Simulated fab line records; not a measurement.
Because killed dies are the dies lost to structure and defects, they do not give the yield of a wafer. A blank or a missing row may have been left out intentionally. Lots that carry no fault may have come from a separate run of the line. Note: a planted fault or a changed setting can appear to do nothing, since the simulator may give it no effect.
Chamber matching + flow gf180mcu + GF_STI_CMP_25 on cmp-02 has 4 sister chambers
The step polishes, stops on Si3N4, t overpolish 33 s, target thk 524.6 nm. 8 wafers are shown with their chamber, then 7 later ones without.

== EACH WAFER AND ITS CHAMBER ==
| wafer  | chamber | motor_current_A (A) | time_to_endpoint_s (s) |
|--------|---------|---------------------|------------------------|
| L874.3 | 1       | 10.0                | 122                    |
| L874.4 | 3       | 13.0                | 131                    |
| L874.6 | 1       | 10.3                | 122                    |
| L876.2 | 0       | 10.5                | 125                    |
| L876.3 | 2       | 9.0                 | 123                    |
| L876.6 | 0       | 10.1                | 122                    |
| L878.4 | 2       | 8.9                 | 126                    |
| L878.5 | 3       | 12.4                | 129                    |

== WAFERS WITHOUT THEIR CHAMBER ==
| wafer  | motor_current_A (A) | time_to_endpoint_s (s) |
|--------|---------------------|------------------------|
| L878.6 | 9.3                 | 127                    |
| L886.2 | 9.4                 | 121                    |
| L886.4 | 9.7                 | 116                    |
| L886.5 | 9.7                 | 116                    |
| L888.1 | 9.5                 | 133                    |
| L888.4 | 12.4                | 130                    |
| L888.6 | 13.6                | 131                    |

== CHAMBER TAKEN BY EACH ==
| wafer  | from the rows above          | in truth |
|--------|------------------------------|----------|
| L878.6 | 2                            | 2        |
| L886.2 | can't be placed: 2 or 1 or 0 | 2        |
| L886.4 | can't be placed: 1 or 0 or 2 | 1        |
| L886.5 | can't be placed: 1 or 0 or 2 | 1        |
| L888.1 | can't be placed: 2 or 0 or 1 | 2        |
| L888.4 | 3                            | 3        |
| L888.6 | 3                            | 3        |
3 of 7 placed correctly. Can't be placed from these rows: 4 (the true chamber is among the candidates in 4). Placed wrongly: 0.
How it was worked out, from the rows above alone: a wafer's distance from a chamber is the root of the sum, over the readings, of the square of ((its reading less the chamber's mean) divided by the reading's scatter). The wafer belongs to the nearest chamber; if the next one is less than 2 further off, it can't be placed. The mean given for a chamber averages the wafers shown for that chamber. The scatter: the root of (the sum of the squares of (reading less its chamber's mean) over the shown wafers, divided by (wafers less chambers)).
